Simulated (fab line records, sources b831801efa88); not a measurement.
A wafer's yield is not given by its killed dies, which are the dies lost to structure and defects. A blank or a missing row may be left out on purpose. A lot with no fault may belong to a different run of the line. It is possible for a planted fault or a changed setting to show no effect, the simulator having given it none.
The tool behind it: which one? :: flow sky130 :: 35 wafers from 12 lots sampled at 5 of the route's 708 steps

== WHAT EACH GAUGE READ, for each wafer ==
SKY_SONOS_TUNNEL_TW_MEAS_12.
lot: L150
measured: day 12 00:07
on: filmMetro-02
SONOS_TUNNEL_TW: 197.1 197.0 196.7

lot: L152
measured: day 12 17:08
on: filmMetro-03
SONOS_TUNNEL_TW: 198.0 199.0 198.0

lot: L153
measured: day 12 23:00
on: filmMetro-02
SONOS_TUNNEL_TW: 197.3 195.7 197.6

lot: L154
measured: day 13 10:47
on: filmMetro-03
SONOS_TUNNEL_TW: 198.8 198.8 199.7

lot: L155
measured: day 13 15:52
on: filmMetro-03
SONOS_TUNNEL_TW: 199.2 199.4 199.3

lot: L156
measured: day 13 21:39
on: filmMetro-01
SONOS_TUNNEL_TW: 197.8 199.0 199.3

lot: L157
measured: day 14 08:11
on: filmMetro-02
SONOS_TUNNEL_TW: 196.0 196.8 196.4

lot: L158
measured: day 14 18:11
on: filmMetro-03
SONOS_TUNNEL_TW: 199.9 199.7 201.6

lot: L159
measured: day 15 00:02
on: filmMetro-02
SONOS_TUNNEL_TW: 194.7 195.6 194.7

lot: L160
measured: day 15 08:00
on: filmMetro-01
SONOS_TUNNEL_TW: 200.7 200.4 201.5

lot: L162
measured: day 16 02:10
on: filmMetro-03
SONOS_TUNNEL_TW: 199.5 199.8 198.8

lot: L169
measured: day 18 04:59
on: filmMetro-03
SONOS_TUNNEL_TW: 200.7 200.4

SKY_SONOS_ONO_THK_MEAS_01.
lot: L150
measured: day 12 02:51
on: filmMetro-03
SONOS_ONO_OXIDATION_THK (nm): 2.66 2.69 2.71

lot: L152
measured: day 12 20:23
on: filmMetro-01
SONOS_ONO_OXIDATION_THK (nm): 2.55 2.57 2.55

lot: L153
measured: day 13 03:16
on: filmMetro-03
SONOS_ONO_OXIDATION_THK (nm): 2.61 2.63 2.66

lot: L154
measured: day 13 12:13
on: filmMetro-04
SONOS_ONO_OXIDATION_THK (nm): 2.61 2.66 2.56

lot: L155
measured: day 13 18:48
on: filmMetro-01
SONOS_ONO_OXIDATION_THK (nm): 2.67 2.70 2.54

lot: L156
measured: day 13 23:04
on: filmMetro-03
SONOS_ONO_OXIDATION_THK (nm): 2.58 2.62 2.57

lot: L157
measured: day 14 10:17
on: filmMetro-03
SONOS_ONO_OXIDATION_THK (nm): 2.49 2.64 2.71

lot: L158
measured: day 14 22:01
on: filmMetro-01
SONOS_ONO_OXIDATION_THK (nm): 2.55 2.49 2.52

lot: L159
measured: day 15 01:28
on: filmMetro-04
SONOS_ONO_OXIDATION_THK (nm): 2.66 2.61 2.60

lot: L160
measured: day 15 10:59
on: filmMetro-03
SONOS_ONO_OXIDATION_THK (nm): 2.55 2.60 2.72

lot: L162
measured: day 16 03:35
on: filmMetro-03
SONOS_ONO_OXIDATION_THK (nm): 2.62 2.65 2.56

lot: L169
measured: day 18 06:24
on: filmMetro-03
SONOS_ONO_OXIDATION_THK (nm): 2.66 2.66

SKY_SD_N_CD_MEAS_07 targets a cd of 380 nm.
lot: L150
measured: day 28 09:34
on: cdSem-01
cdNm (nm): 380.0 379.5 380.1

lot: L152
measured: day 29 06:41
on: cdSem-01
cdNm (nm): 382.2 379.9 381.2

lot: L153
measured: day 29 15:25
on: cdSem-01
cdNm (nm): 375.6 378.0 376.0

lot: L154
measured: day 30 02:53
on: cdSem-01
cdNm (nm): 381.6 381.6 381.5

lot: L155
measured: day 30 09:44
on: cdSem-01
cdNm (nm): 380.3 381.5 379.7

lot: L156
measured: day 30 13:32
on: cdSem-01
cdNm (nm): 377.1 377.8 379.2

lot: L157
measured: day 31 02:28
on: cdSem-02
cdNm (nm): 381.2 380.8 381.8

lot: L158
measured: day 31 11:47
on: cdSem-01
cdNm (nm): 378.1 378.1 375.3

lot: L159
measured: day 31 17:56
on: cdSem-02
cdNm (nm): 377.4 377.5 378.9

lot: L160
measured: day 32 00:14
on: cdSem-02
cdNm (nm): 383.3 379.5 379.8

lot: L162
measured: day 32 22:27
on: cdSem-02
cdNm (nm): 378.6 381.1 378.7

lot: L169
measured: day 34 12:54
on: cdSem-02
cdNm (nm): 380.8 379.9 380.3 379.8

SKY_SD_N_OVL_MEAS_08.
lot: L150
measured: day 28 09:41
on: overlay-01
SD_N_OVL (nm): 0.5 1.0 -0.4

lot: L152
measured: day 29 06:47
on: overlay-01
SD_N_OVL (nm): 2.3 3.0 2.3

lot: L153
measured: day 29 15:31
on: overlay-02
SD_N_OVL (nm): -0.3 0.4 0.0

lot: L154
measured: day 30 03:00
on: overlay-02
SD_N_OVL (nm): -0.2 -1.0 -1.7

lot: L155
measured: day 30 09:49
on: overlay-01
SD_N_OVL (nm): 1.4 0.4 -0.6

lot: L156
measured: day 30 13:40
on: overlay-01
SD_N_OVL (nm): 0.1 0.8 1.9

lot: L157
measured: day 31 02:34
on: overlay-02
SD_N_OVL (nm): 1.2 1.9 1.1

lot: L158
measured: day 31 11:53
on: overlay-01
SD_N_OVL (nm): 1.7 1.3 1.4

lot: L159
measured: day 31 18:02
on: overlay-02
SD_N_OVL (nm): 0.9 -0.4 1.5

lot: L160
measured: day 32 00:20
on: overlay-01
SD_N_OVL (nm): -1.2 -0.4 -1.2

lot: L162
measured: day 32 22:34
on: overlay-02
SD_N_OVL (nm): 1.0 1.4 1.1

lot: L169
measured: day 34 15:39
on: overlay-01
SD_N_OVL (nm): 1.0 0.1

== WHAT TOOL EACH LOT RAN ON (gives the tool, then ch and the chambers of the sampled wafers, and finally the start) ==
lot: L150
SKY_LDD_LDN_IMPLANT_09: implanter-02 ch 0, day 23 11:20

lot: L152
SKY_LDD_LDN_IMPLANT_09: implanter-02 ch 0, day 24 06:45

lot: L153
SKY_LDD_LDN_IMPLANT_09: implanter-02 ch 0, day 24 18:49

lot: L154
SKY_LDD_LDN_IMPLANT_09: implanter-01 ch 0, day 25 06:11

lot: L155
SKY_LDD_LDN_IMPLANT_09: implanter-04 ch 0, day 25 13:38

lot: L156
SKY_LDD_LDN_IMPLANT_09: implanter-04 ch 0, day 25 17:35

lot: L157
SKY_LDD_LDN_IMPLANT_09: implanter-01 ch 0, day 26 07:13

lot: L158
SKY_LDD_LDN_IMPLANT_09: implanter-01 ch 0, day 26 17:58

lot: L159
SKY_LDD_LDN_IMPLANT_09: implanter-01 ch 0, day 27 00:10

lot: L160
SKY_LDD_LDN_IMPLANT_09: implanter-04 ch 0, day 27 05:52

lot: L162
SKY_LDD_LDN_IMPLANT_09: implanter-02 ch 0, day 28 04:38

lot: L169
SKY_LDD_LDN_IMPLANT_09: implanter-02 ch 0, day 29 21:08
- SKY_LDD_LDN_IMPLANT_09

== AS READ BY THE TOOLS THEMSELVES (means over the sampled wafers that have a number; for cases with no such wafer, the mark the record gives instead) ==
SKY_LDD_LDN_IMPLANT_09.
lot: L150
tool: implanter-02
beamEnergyKeV: 14.996

lot: L152
tool: implanter-02
beamEnergyKeV: 14.999

lot: L153
tool: implanter-02
beamEnergyKeV: 15.005

lot: L154
tool: implanter-01
beamEnergyKeV: 15.000

lot: L155
tool: implanter-04
beamEnergyKeV: 14.995

lot: L156
tool: implanter-04
beamEnergyKeV: 15.003

lot: L157
tool: implanter-01
beamEnergyKeV: 15.002

lot: L158
tool: implanter-01
beamEnergyKeV: 14.999

lot: L159
tool: implanter-01
beamEnergyKeV: 15.006

lot: L160
tool: implanter-04
beamEnergyKeV: 15.004

lot: L162
tool: implanter-02
beamEnergyKeV: 14.995

lot: L169
tool: implanter-02
beamEnergyKeV: 14.999

== THE ANSWER, worked out from the rows above alone ==
Rule: what is usual is taken from the lots themselves. The widest of any qualifying gaps counts: lots, ordered by their means at a reading, are off when they make up no more than a third of the lots, leave a main group of 4 or more, and stand apart from it by 3 or more times the standard deviation of that group's means. If all means in a main group match to the digits the tables above print for the reading, that group is not used. Also off: a lot with no number at a reading for which 4 or more lots have one. Where the step has rows for the other lots, those lots are counted as sound. First the gauges in route order, then the tools' own readings, where a lot's mean is used as printed above. At the first step where some lot is off, the reading lying furthest off is the one used; lots without a number count as furthest.
None of the lots is off at any reading shown; this tells nothing.

== WHAT THE SIMULATOR PUT IN ==
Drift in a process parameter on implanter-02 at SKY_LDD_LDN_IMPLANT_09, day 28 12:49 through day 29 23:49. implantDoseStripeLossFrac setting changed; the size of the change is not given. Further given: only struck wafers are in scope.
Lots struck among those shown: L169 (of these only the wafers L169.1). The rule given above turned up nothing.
